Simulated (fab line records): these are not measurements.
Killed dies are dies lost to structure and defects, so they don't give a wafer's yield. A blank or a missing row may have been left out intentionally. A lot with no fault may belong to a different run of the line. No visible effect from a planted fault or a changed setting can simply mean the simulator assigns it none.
fab line records	flow sky130
[record] lots = 10	wafers = 30	last-day = 50
route steps=708 shown LDD_LDN@301 METAL3@568 METAL5@665 PASSIVATION@684 PAD_OPEN@708
lots with no fault: from the same line, run without faults
start-h: start of the lot's first displayed wafer, in hours after the record's first day	wait-h: time in hours since the lot's previous step	" repeats the value in the row above	L1.1+2: one row covering several wafers at once	- no value, or no start given	* or withheld: withheld	< > ~ a bound
route shown NAME@n: names a module that has steps shown in the file, with the first one's number in the route	usual: mean/standard deviation of fault-free wafers	same: alike in all rows	chamber/n: place in a boat	sites: readings site by site	_std_site: the values' standard deviation	_edge_site: mean of outer sites minus mean of inner sites	radius-mm: how far each site lies from the wafer's centre	mask NAME#n: copy n	behind: the tool/chamber that last shaped the wafer	hold: the reason the lot was held/the length of the hold in hours/how it ended	device: names the non-switching transistor (n, p or np)	end of line: tests run on the same wafers once the route is complete	step lacking rows: just its recipe	killed: the dies lost at the first sort to structure and to defects; this is not the yield of the wafer	map: a wafer's dies, x killed, . not, _ none there
set.NAME: the setting as run; set.NAME@STEP: as run at that earlier step	model.NAME: the simulator's own value behind a step, which no gauge read
one table for each step of the route and one row for each wafer, over a sample of lots
services: the hour from which a tool's chamber was out of use, counted from the record's first day as start-h (under 0 if before that day), plus the number of hours and why
[[steps]]
[step SKY_LDD_LDN_STRIP_12]
[recipe] chemistry = O2/N2	power-w = 1400	pressure-mtorr = 1500	platen-temp-c = withheld	o2-flow-sccm = 3000	n2-flow-sccm = 300	overash-fraction = 0.5
[usual] chamber-pressure-mTorr = 1500.3/1.3	drypump-motor-current-A = 5.4/0.57	oes-product-au = 0.716/0.0045	strip-time-to-endpoint-s = 14.18/0.034
lot.wafer	tool	chamber	start-h	wait-h	chamber-pressure-mTorr	drypump-motor-current-A	oes-product-au	rf-hours-counter-h	strip-time-to-endpoint-s
L506.1	plasma-asher-04	1	519.41	0.1	1500.9	6.0	0.709	71	14.21
L506.4	"	0	"	"	1500.8	5.6	0.718	-	14.24
L506.6	"	0	"	"	1501.4	5.6	0.720	-	14.24
L507.1	plasma-asher-04	1	532.65	0.1	1500.3	5.9	0.706	72	14.19
L507.2	"	0	"	"	1501.4	5.7	0.708	72	14.21
L507.6	"	1	"	"	1499.8	6.0	0.713	-	14.22
L514.2	plasma-asher-01	1	601.66	0.1	1499.6	4.8	0.723	49	14.20
L514.5	"	1	"	"	1501.6	4.8	0.723	-	14.16
L514.6	"	0	"	"	1501.4	5.0	0.724	-	14.20
L515.3	plasma-asher-01	0	607.95	0.1	1499.9	5.0	0.717	-	14.21
L515.4	"	1	"	"	1501.0	4.8	0.718	-	14.18
L515.5	"	1	"	"	1503.0	4.8	0.714	-	14.21
L516.2	plasma-asher-03	0	623.45	0.1	1500.0	5.4	0.715	94	14.17
L516.3	"	1	"	"	1499.8	6.4	0.714	-	14.21
L516.4	"	0	"	"	1499.5	5.4	0.712	-	14.17
L517.1	plasma-asher-01	0	628.45	0.1	1499.5	5.0	0.713	51	14.19
L517.4	"	0	"	"	1499.5	5.0	0.714	-	14.17
L517.6	"	1	"	"	1501.9	4.8	0.714	-	14.22
L518.1	plasma-asher-01	0	631.89	0.1	1501.1	5.0	0.715	52	14.22
L518.4	"	0	"	"	1498.6	5.0	0.715	-	14.18
L518.5	"	1	"	"	1500.5	4.8	0.714	-	14.18
L520.2	plasma-asher-04	0	650.59	0.1	1498.7	5.6	0.715	84	14.18
L520.3	"	0	"	"	1501.9	5.6	0.712	-	14.16
L520.6	"	1	"	"	1501.6	6.0	0.704	-	14.17
L525.2	plasma-asher-03	1	692.18	0.1	1501.9	6.4	0.715	101	14.17
L525.5	"	1	"	"	1501.5	6.4	0.714	-	14.16
L525.6	"	0	"	"	1502.8	5.4	0.720	-	14.19
L529.1	plasma-asher-01	0	720.45	0.1	1500.8	5.0	0.717	60	14.19
L529.2	"	1	"	"	1496.8	4.8	0.714	60	14.17
L529.5	"	1	"	"	1498.6	4.8	0.712	-	14.25
[step SKY_METAL3_METAL_ETCH_18]
[recipe] target-depth-a = 8450	stop-on = SiO2	over-etch-frac = 0.3	time-s = 183.1	chemistry = Cl2/BCl3	resist-sidewall-deg = 88	pressure-mtorr = 10	icp-w = 900	bias-w = 48.5	Cl2_flow_sccm = 60	bcl3-flow-sccm = 30
[usual] chamber-pressure-mTorr = 9.999/0.009	drypump-motor-current-A = 5.7/0.34	he-backside-leak-sccm = 3.51/0.2	oes-product-au = 0.865/0.007	throttle-valve-pct = 22.265/0.0093
lot.wafer	tool	chamber	start-h	wait-h	chamber-pressure-mTorr	drypump-motor-current-A	he-backside-leak-sccm	oes-product-au	rf-hours-counter-h	throttle-valve-pct
L506.1	rie-metal-03	1	896.38	0.0	9.985	6.5	3.37	0.878	4	22.246
L506.4	"	0	"	"	9.997	5.6	3.27	0.874	-	22.289
L506.6	"	1	"	"	10.003	6.5	3.62	0.874	-	22.262
L507.1	rie-metal-04	1	906.53	0.0	10.009	5.7	3.67	0.868	5	22.266
L507.2	"	0	"	"	10.015	5.7	3.68	0.868	16	22.270
L507.6	"	0	"	"	9.995	5.7	3.70	0.870	-	22.264
L514.2	rie-metal-04	1	965.00	0.0	9.998	5.7	3.53	0.872	9	22.249
L514.5	"	0	"	"	10.016	5.7	3.72	0.870	-	22.244
L514.6	"	1	"	"	10.007	5.6	3.53	0.863	-	22.274
L515.3	rie-metal-04	1	966.99	0.1	10.009	5.7	3.66	0.863	-	22.261
L515.4	"	0	"	"	9.994	5.7	3.53	0.870	-	22.264
L515.5	"	1	"	"	10.004	5.7	3.70	0.870	-	22.269
L516.2	rie-metal-04	1	982.15	0.0	9.996	5.7	3.71	0.861	10	22.272
L516.3	"	0	"	"	9.993	5.7	3.52	0.861	-	22.271
L516.4	"	1	"	"	9.999	5.6	3.73	0.866	-	22.268
L517.1	rie-metal-04	1	989.10	0.0	9.997	5.7	3.58	0.861	10	22.261
L517.4	"	0	"	"	9.990	5.7	3.72	0.865	-	22.256
L517.6	"	0	"	"	10.012	5.7	3.55	0.852	-	22.245
L518.1	rie-metal-04	0	990.91	0.0	10.006	5.7	3.38	0.873	21	22.258
L518.4	"	1	"	"	10.003	5.7	3.71	0.869	-	22.263
L518.5	"	1	"	"	10.001	5.7	3.72	0.859	-	22.271
L520.2	rie-metal-01	0	1004.28	0.0	10.005	5.2	3.04	0.884	6	22.262
L520.3	"	0	"	"	10.011	5.3	3.15	0.875	-	22.254
L520.6	"	1	"	"	9.979	5.0	3.38	0.875	-	22.257
L525.2	rie-metal-04	1	1039.54	0.0	9.992	5.7	3.70	0.870	14	22.285
L525.5	"	1	"	"	10.007	5.7	3.46	0.860	-	22.258
L525.6	"	0	"	"	10.006	5.7	3.57	0.865	-	22.262
L529.1	rie-metal-03	1	1061.61	0.0	10.001	6.5	3.36	0.866	12	22.266
L529.2	"	0	"	"	10.000	5.5	3.28	0.869	17	22.262
L529.5	"	1	"	"	10.001	6.5	3.59	0.866	-	22.268
[step SKY_METAL5_SPUTTER_04]
[recipe] material = TiN	target-thk-nm = 70	power-w = 6500	time-s = 58.3	chamber-pressure-pa = 0.4
[usual] throttle-valve-pct = 30.2/0.58
lot.wafer	tool	chamber	start-h	wait-h	throttle-valve-pct
L506.1	pvd-sputter-01	-	999.34	0.0	29.8
L506.4	"	-	"	"	30.0
L506.6	"	-	"	"	30.2
L507.1	pvd-sputter-02	-	1009.03	0.0	29.6
L507.2	"	-	"	"	30.7
L507.6	"	-	"	"	30.3
L514.2	pvd-sputter-01	-	1064.21	0.0	30.2
L514.5	"	-	"	"	29.8
L514.6	"	-	"	"	30.1
L515.3	pvd-sputter-01	-	1065.98	0.0	31.6
L515.4	"	-	"	"	30.0
L515.5	"	-	"	"	31.5
L516.2	pvd-sputter-02	-	1077.61	0.0	30.8
L516.3	"	-	"	"	30.5
L516.4	"	-	"	"	29.9
L517.1	pvd-sputter-01	-	1085.64	0.0	30.0
L517.4	"	-	"	"	30.0
L517.6	"	-	"	"	29.5
L518.1	pvd-sputter-02	-	1090.22	0.0	29.9
L518.4	"	-	"	"	30.7
L518.5	"	-	"	"	30.8
L520.2	pvd-sputter-01	-	1097.51	0.0	30.0
L520.3	"	-	"	"	31.7
L520.6	"	-	"	"	30.2
L525.2	pvd-sputter-01	-	1129.22	0.0	31.8
L525.5	"	-	"	"	31.3
L525.6	"	-	"	"	30.0
L529.1	pvd-sputter-03	-	1147.12	0.0	30.0
L529.2	"	-	"	"	29.9
L529.5	"	-	"	"	29.5
[step SKY_METAL5_RS_MEAS_05]
[recipe] thk-meas-gauge = four-point-probe	reads = TiN_of_METAL5_SPUTTER_04+Ti_of_METAL5_SPUTTER_03+AlCu_of_METAL5_SPUTTER_02+TiN_of_METAL5_SPUTTER_01+Ti_of_METAL5_SPUTTER_00
[usual] METAL5_ALCU_RS = 0.02724/0.00026
lot.wafer	tool	chamber	start-h	wait-h	hold	METAL5_ALCU_RS[ohm/sq]
L506.1	film-metro-03	-	999.39	0.0	-	0.02724
L506.4	"	-	"	"	-	0.02716
L506.6	"	-	"	"	-	0.02763
L507.1	film-metro-03	-	1009.08	0.0	-	0.02761
L507.2	"	-	"	"	-	0.0276
L507.6	"	-	"	"	-	0.02765
L514.2	film-metro-01	-	1064.28	0.0	-	0.02706
L514.5	"	-	"	"	-	0.02703
L514.6	"	-	"	"	-	0.02683
L515.3	film-metro-01	-	1066.07	0.1	-	0.02731
L515.4	"	-	"	"	-	0.02757
L515.5	"	-	"	"	-	0.02739
L516.2	film-metro-01	-	1077.68	0.0	-	0.02724
L516.3	"	-	"	"	-	0.02721
L516.4	"	-	"	"	-	0.02722
L517.1	film-metro-01	-	1085.69	0.0	-	0.02699
L517.4	"	-	"	"	-	0.02711
L517.6	"	-	"	"	-	0.02705
L518.1	film-metro-01	-	1090.27	0.0	-	0.02706
L518.4	"	-	"	"	-	0.02722
L518.5	"	-	"	"	-	0.02746
L520.2	film-metro-01	-	1097.58	0.0	-	0.02745
L520.3	"	-	"	"	-	0.02725
L520.6	"	-	"	"	-	0.02783
L525.2	film-metro-03	-	1129.29	0.0	await-dispo/0.2h/release	0.02738
L525.5	"	-	"	"	await-dispo/0.2h/release	0.02734
L525.6	"	-	"	"	await-dispo/0.2h/release	0.02769
L525.2	film-metro-03	-	1129.57	0.3	-	0.02739
L525.5	"	-	"	"	-	0.02732
L525.6	"	-	"	"	-	0.02771
L529.1	film-metro-01	-	1147.17	0.0	-	0.02685
L529.2	"	-	"	"	-	0.02682
L529.5	"	-	"	"	-	0.0266
[step SKY_METAL5_THK_MEAS_06]
[recipe] thk-meas-gauge = xrf	reads = AlCu_of_METAL5_SPUTTER_02
[usual] METAL5_ALCU_THK = 1143/12
lot.wafer	tool	chamber	start-h	wait-h	hold	METAL5_ALCU_THK[nm]
L506.1	film-metro-03	-	999.51	0.1	-	1134
L506.4	"	-	"	"	-	1135
L506.6	"	-	"	"	-	1123
L507.1	film-metro-03	-	1009.20	0.1	-	1124
L507.2	"	-	"	"	-	1121
L507.6	"	-	"	"	-	1120
L514.2	film-metro-01	-	1064.39	0.1	-	1151
L514.5	"	-	"	"	-	1152
L514.6	"	-	"	"	-	1164
L515.3	film-metro-01	-	1066.17	0.1	-	1138
L515.4	"	-	"	"	-	1131
L515.5	"	-	"	"	-	1140
L516.2	film-metro-01	-	1077.79	0.1	-	1143
L516.3	"	-	"	"	-	1145
L516.4	"	-	"	"	-	1137
L517.1	film-metro-01	-	1085.81	0.1	-	1159
L517.4	"	-	"	"	-	1155
L517.6	"	-	"	"	-	1150
L518.1	film-metro-01	-	1090.39	0.1	-	1151
L518.4	"	-	"	"	-	1146
L518.5	"	-	"	"	-	1134
L520.2	film-metro-01	-	1097.69	0.1	-	1142
L520.3	"	-	"	"	-	1149
L520.6	"	-	"	"	-	1126
L525.2	film-metro-03	-	1132.80	3.2	await-dispo/0.2h/release	1138
L525.5	"	-	"	"	await-dispo/0.2h/release	1228
L525.6	"	-	"	"	await-dispo/0.2h/release	1130
L525.2	film-metro-03	-	1133.03	0.2	-	1140
L525.5	"	-	"	"	-	1224
L525.6	"	-	"	"	-	1136
L529.1	film-metro-01	-	1147.29	0.1	-	1161
L529.2	"	-	"	"	-	1158
L529.5	"	-	"	"	-	1168
[step SKY_PASSIVATION_THK_MEAS_03]
[recipe] reads = Si3N4_of_PASSIVATION_CVD_02
[usual] PASSIVATION_CVD_02_THK = 538/8
lot.wafer	tool	chamber	start-h	wait-h	PASSIVATION_CVD_02_THK[nm]
L506.1	film-metro-02	-	1023.88	-	531
L506.4	"	-	"	"	548
L506.6	"	-	"	"	540
L507.1	film-metro-02	-	1033.46	-	547
L507.2	"	-	"	"	525
L507.6	"	-	"	"	553
L514.2	film-metro-04	-	1086.48	-	530
L514.5	"	-	"	"	549
L514.6	"	-	"	"	539
L515.3	film-metro-04	-	1087.69	-	545
L515.4	"	-	"	"	540
L515.5	"	-	"	"	543
L516.2	film-metro-02	-	1099.28	-	534
L516.3	"	-	"	"	537
L516.4	"	-	"	"	541
L517.1	film-metro-03	-	1106.28	-	536
L517.4	"	-	"	"	547
L517.6	"	-	"	"	544
L518.1	film-metro-04	-	1111.75	-	543
L518.4	"	-	"	"	550
L518.5	"	-	"	"	546
L520.2	film-metro-02	-	1118.50	-	538
L520.3	"	-	"	"	527
L520.6	"	-	"	"	539
L525.2	film-metro-04	-	1148.96	-	540
L525.5	"	-	"	"	550
L525.6	"	-	"	"	553
L529.1	film-metro-04	-	1165.32	-	529
L529.2	"	-	"	"	535
L529.5	"	-	"	"	536
[step SKY_PAD_OPEN_PROBE_99]
[usual] defect-limited-yield = 82.8/2.1	killed_at_M0_to_M3 = 43/7.7	killed_at_M4_up = 3.1/1.7	killed-at-contacts = 23/4.8	killed-at-front-end = 15/4.5	killed-at-other = 0.3/0.58	killed-dies = 85/10	killed-open = 46/7.5	killed-short = 38/6.5	sort_bin_3_pad_short = 0.8/0.38	sort_bin_5_function = 10.3/1.7	sort_bin_6_memory = 6.1/1.1	sort-n-pass = 407/10	sort-yield-pct = 82.8/2.1
[same] gross-dies = 492	killed-at-back-side = 0	sort_bin_4_leakage[%] = 0	sort_bin_8_speed[%] = 0
lot.wafer	tool	chamber	start-h	wait-h	defect-limited-yield[%]	killed_at_M0_to_M3	killed_at_M4_up	killed-at-contacts	killed-at-front-end	killed-at-other	killed-dies	killed-open	killed-short	sort_bin_3_pad_short[%]	sort_bin_5_function[%]	sort_bin_6_memory[%]	sort-n-pass	sort-yield-pct[%]
L515.3	prober-02	-	1129.60	0.2	81.9	39	4	25	21	0	89	47	42	1.4	11.6	5.1	403	81.9
L515.4	prober-02	-	1129.65	0.2	82.9	44	4	25	11	0	84	47	37	0.8	10.2	6.1	408	82.9
L515.5	prober-02	-	1129.70	0.2	80.5	54	1	26	14	1	96	62	34	0.4	13.2	5.9	396	80.5
// killed by level:class
L515.3 VIA1:geometric-particle:open=11 CONTACT:geometric-particle:open=10 METAL2:geometric-particle:short=8 FIELD_ISO:geometric-particle:short=7 LI_CONTACT:geometric-particle:open=6 POLY_GATE:geometric-particle:short=4 POLY_GATE:geometric-particle:open=4 METAL1:geometric-particle:short=4
L515.4 CONTACT:geometric-particle:open=12 METAL2:geometric-particle:short=8 VIA1:geometric-particle:open=7 LI_CONTACT:geometric-particle:open=6 METAL1:geometric-particle:short=6 VIA1:geometric-particle:short=6 VIA3:geometric-particle:open=5 POLY_GATE:geometric-particle:open=4
L515.5 VIA1:geometric-particle:open=12 CONTACT:geometric-particle:open=11 VIA2:geometric-particle:open=10 LI_CONTACT:geometric-particle:open=9 VIA2:geometric-particle:short=6 POLY_GATE:geometric-particle:open=4 VIA3:geometric-particle:open=4 METAL1:geometric-particle:short=4
[[services]]
tool	chamber	start-h	hours	kind
plasma-asher-04	-	510.76	3.4	repair
pvd-sputter-02	-	527.35	10.0	repair
pvd-sputter-01	-	539.58	3.7	repair
pvd-sputter-01	-	562.50	1.7	repair
pvd-sputter-02	-	582.70	3.9	repair
rie-metal-04	-	615.67	0.9	repair
rie-metal-04	0	642.73	7.9	repair
pvd-sputter-02	-	671.72	4.1	repair
plasma-asher-01	-	676.49	2.8	pm
plasma-asher-01	-	690.03	4.9	repair
plasma-asher-01	-	708.49	2.0	repair
plasma-asher-04	-	714.13	0.5	repair
pvd-sputter-02	-	785.23	1.8	repair
pvd-sputter-02	-	789.15	0.9	repair
pvd-sputter-01	-	791.25	1.6	repair
pvd-sputter-02	-	798.55	1.5	repair
pvd-sputter-02	-	838.69	1.8	repair
plasma-asher-01	-	879.74	0.4	repair
pvd-sputter-01	-	960.41	2.3	repair
pvd-sputter-01	-	1000.17	5.3	repair
rie-metal-04	0	1001.31	3.9	repair
plasma-asher-01	-	1004.45	1.8	repair
plasma-asher-04	-	1055.25	9.0	pm
rie-metal-04	1	1107.58	4.5	repair
[[key]]
[first-sign] step = SKY_METAL5_RS_MEAS_05	reading = visit	direction = added
[effect] step = SKY_METAL5_THK_MEAS_06	reading = visit	direction = added
[effect] step = SKY_METAL5_THK_MEAS_06	reading = METAL5_ALCU_THK	direction = up	sigmas = 7.1	usual = 1143	struck = 1228
met-at SKY_METAL5_SPUTTER_04
struck-lots L525
struck-wafers L525.5
not-acting-at SKY_LDD_LDN_STRIP_12,SKY_METAL3_METAL_ETCH_18,SKY_PASSIVATION_THK_MEAS_03
onset-between 1097.51 1129.22
[fault] kind = process-parameter-drift	tool = pvd-sputter-01	chamber = -	onset-h = 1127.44	steps = SKY_METAL5_SPUTTER_04	channel = target-thk-nm	offset = -30.731	shape = step	end-h = 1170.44	scope = struck-wafers-only	acts-in = these-recipes-only	stated = 70
